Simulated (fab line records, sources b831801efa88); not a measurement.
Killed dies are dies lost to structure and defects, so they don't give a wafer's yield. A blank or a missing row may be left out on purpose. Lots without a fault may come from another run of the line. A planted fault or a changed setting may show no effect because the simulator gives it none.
Which tool did it? | flow sky130 | 10 lots, 30 wafers sampled, at 6 steps of a route of 708

WHAT THE GAUGES READ, wafer by wafer
SKY_LOCAL_INTERCONNECT_RS_MEAS_01: measures by four-point-probe. Usual: LOCAL_INTERCONNECT_TIN_RS 14.19 ohm/sq, standard deviation 0.12.
lot  | measured     | on            | LOCAL_INTERCONNECT_TIN_RS (ohm/sq) | flag
L431 | day 28 22:47 | film_metro-04 | 14.11 14.13 14.31                  |
L432 | day 29 01:05 | film_metro-01 | 14.23 14.19 14.24                  |
L433 | day 29 17:13 | film_metro-04 | 14.21 14.14 14.25                  |
L434 | day 29 21:57 | film_metro-04 | 14.21 14.30 14.19                  |
L441 | day 33 06:27 | film_metro-01 | 14.42 14.27 14.29                  |
L446 | day 34 12:23 | film_metro-03 | 14.26 14.07 14.13                  |
L447 | day 34 14:38 | film_metro-01 | 14.14 14.19 14.06                  |
L448 | day 34 22:28 | film_metro-01 | 14.16 14.40 14.34                  |
L453 | day 36 08:02 | film_metro-04 | 14.25 14.34 14.25                  |
L454 | day 36 11:05 | film_metro-03 | 14.18 14.15 14.05                  |

SKY_VIA1_THK_MEAS_01. Usual: VIA1_HDPCVD_THK 1029 nm, standard deviation 11.
lot  | measured     | on            | VIA1_HDPCVD_THK (nm) | flag
L431 | day 32 14:39 | film_metro-04 | 1031 1028 1026       |
L432 | day 32 16:41 | film_metro-03 | 1040 1024 1030       |
L433 | day 33 07:40 | film_metro-02 | 1023 1041 1025       |
L434 | day 33 12:07 | film_metro-04 | 1012 1008 1013       |
L441 | day 36 17:13 | film_metro-04 | 1028 1034 1025       |
L446 | day 37 22:17 | film_metro-02 | 1034 1024 1026       |
L447 | day 38 00:54 | film_metro-03 | 1047 1023 1055       |
L448 | day 38 08:35 | film_metro-04 | 1016 1020 1024       |
L453 | day 39 15:45 | film_metro-02 | 1028 1039 1033       |
L454 | day 39 19:59 | film_metro-04 | 1023 1006 1016       |

SKY_VIA4_RS_MEAS_19: measures by four-point-probe. Usual: VIA4_W_RS 0.2261 ohm/sq, standard deviation 0.0025.
lot  | measured     | on            | VIA4_W_RS (ohm/sq)   | flag
L431 | day 42 13:59 | film_metro-01 | 0.2279 0.2292 0.2319 |
L432 | day 42 14:49 | film_metro-02 | 0.2291 0.2273 0.2301 |
L433 | day 43 05:19 | film_metro-01 | 0.2275 0.2277 0.2279 |
L434 | day 43 08:04 | film_metro-01 | 0.2276 0.2263 0.2306 |
L441 | day 46 02:11 | film_metro-04 | 0.7538 0.7294 0.2274 | OFF
L446 | day 46 23:34 | film_metro-04 | 0.2225 0.2241 0.2237 |
L447 | day 47 03:51 | film_metro-04 | 0.2237 0.2303 0.2241 |
L448 | day 47 09:31 | film_metro-01 | 0.2256 0.2274 0.2266 |
L453 | day 48 08:20 | film_metro-04 | 0.2253 0.2217 0.2246 |
L454 | day 48 13:41 | film_metro-02 | 0.2278 0.2288 0.2278 |

SKY_VIA4_THK_MEAS_20: measures by xrf. Usual: VIA4_W_THK 518 nm, standard deviation 6.
lot  | measured     | on            | VIA4_W_THK (nm) | flag
L431 | day 42 14:06 | film_metro-01 | 515 512 507     |
L432 | day 42 14:56 | film_metro-02 | 509 515 505     |
L433 | day 43 05:26 | film_metro-01 | 515 513 515     |
L434 | day 43 08:11 | film_metro-01 | 514 517 504     |
L441 | day 46 02:19 | film_metro-04 | 157 161 513     | OFF
L446 | day 46 23:41 | film_metro-04 | 525 520 522     |
L447 | day 47 03:58 | film_metro-04 | 525 510 524     |
L448 | day 47 09:38 | film_metro-01 | 518 514 515     |
L453 | day 48 08:27 | film_metro-04 | 516 526 516     |
L454 | day 48 13:48 | film_metro-02 | 514 512 515     |

WHICH TOOL RAN EACH LOT (tool, then ch and the chambers of the sampled wafers, then the start)
lot  | SKY_LOCAL_INTERCONNECT_STRIP_15      | SKY_VIA4_CVD_18
L431 | plasma_asher-02 ch 0,1, day 30 03:34 | cvd_w-01 ch 1, day 42 13:50
L432 | plasma_asher-02 ch 0,1, day 30 05:47 | cvd_w-01 ch 0,1, day 42 14:32
L433 | plasma_asher-02 ch 0,1, day 30 20:44 | cvd_w-02 ch 0,1, day 43 05:09
L434 | plasma_asher-03 ch 0,1, day 31 01:34 | cvd_w-02 ch 0,1, day 43 07:55
L441 | plasma_asher-04 ch 0,1, day 34 08:44 | cvd_w-01 ch 0,1, day 46 02:02
L446 | plasma_asher-03 ch 0,1, day 35 14:23 | cvd_w-02 ch 0,1, day 46 23:25
L447 | plasma_asher-04 ch 0,1, day 35 17:02 | cvd_w-02 ch 0,1, day 47 03:41
L448 | plasma_asher-02 ch 0,1, day 36 01:08 | cvd_w-02 ch 0, day 47 09:22
L453 | plasma_asher-04 ch 0,1, day 37 09:35 | cvd_w-01 ch 0,1, day 48 08:11
L454 | plasma_asher-04 ch 0,1, day 37 13:04 | cvd_w-01 ch 1, day 48 13:22
- SKY_LOCAL_INTERCONNECT_STRIP_15: strips in O2/N2.
- SKY_VIA4_CVD_18: deposits W, target thk 505 nm, time 152.14 s.

WHAT THE TOOLS THEMSELVES READ (means of the sampled wafers that have a number; where no wafer has one, the mark that the record gives instead)
SKY_LOCAL_INTERCONNECT_STRIP_15. Usual: drypump_motor_current_A 5.6 A, standard deviation 0.5; o2_flow_sccm 2999 sccm, standard deviation 8.7; oes_product_au 0.426 a.u., standard deviation 0.0043; strip_time_to_endpoint_s 4.720 s, standard deviation 0.019.
lot  | tool            | drypump_motor_current_A (A) | o2_flow_sccm (sccm) | oes_product_au (a.u.) | strip_time_to_endpoint_s (s) | flag
L431 | plasma_asher-02 | 5.0                         | 3003                | 0.429                 | 4.719                        |
L432 | plasma_asher-02 | 5.0                         | 2995                | 0.425                 | 4.722                        |
L433 | plasma_asher-02 | 5.4                         | 2993                | 0.429                 | 4.739                        |
L434 | plasma_asher-03 | 6.1                         | 3001                | 0.423                 | 4.714                        |
L441 | plasma_asher-04 | 5.8                         | 2998                | 0.426                 | 4.722                        |
L446 | plasma_asher-03 | 6.1                         | 3008                | 0.422                 | 4.716                        |
L447 | plasma_asher-04 | 5.8                         | 2996                | 0.426                 | 4.696                        |
L448 | plasma_asher-02 | 5.4                         | 3004                | 0.429                 | 4.713                        |
L453 | plasma_asher-04 | 5.8                         | 3004                | 0.423                 | 4.736                        |
L454 | plasma_asher-04 | 5.9                         | 2996                | 0.426                 | 4.700                        |

SKY_VIA4_CVD_18. Usual: heater_power_w 842 W, standard deviation 59.
lot  | tool     | heater_power_w (W) | flag
L431 | cvd_w-01 | 873                |
L432 | cvd_w-01 | 841                |
L433 | cvd_w-02 | 871                |
L434 | cvd_w-02 | 893                |
L441 | cvd_w-01 | 826                |
L446 | cvd_w-02 | 879                |
L447 | cvd_w-02 | 870                |
L448 | cvd_w-02 | 909                |
L453 | cvd_w-01 | 827                |
L454 | cvd_w-01 | 865                |

THE ANSWER, worked out from the rows above alone
Rule: a lot is off if the mean of its wafers that have a number lies more than 3 standard deviations from the usual mean. A lot without any number at a reading at which 4 lots or more have one is off too. The other lots that the step has rows for count as sound. The gauges are gone through in route order, then the tools' own readings, and for those a lot's mean is taken as printed above. The first step at which some lot is off is used, and at that step the reading that is off furthest; a lot without a number counts as furthest.
Off: L441, at SKY_VIA4_RS_MEAS_19 (VIA4_W_RS).
A tool fits if, at a process step before that reading, it ran every lot that is off, and no sound lot after the first of them. The gauges at SKY_VIA4_RS_MEAS_19 are tried like those tools. None of those tried fits.

WHAT THE SIMULATOR HAD PUT IN
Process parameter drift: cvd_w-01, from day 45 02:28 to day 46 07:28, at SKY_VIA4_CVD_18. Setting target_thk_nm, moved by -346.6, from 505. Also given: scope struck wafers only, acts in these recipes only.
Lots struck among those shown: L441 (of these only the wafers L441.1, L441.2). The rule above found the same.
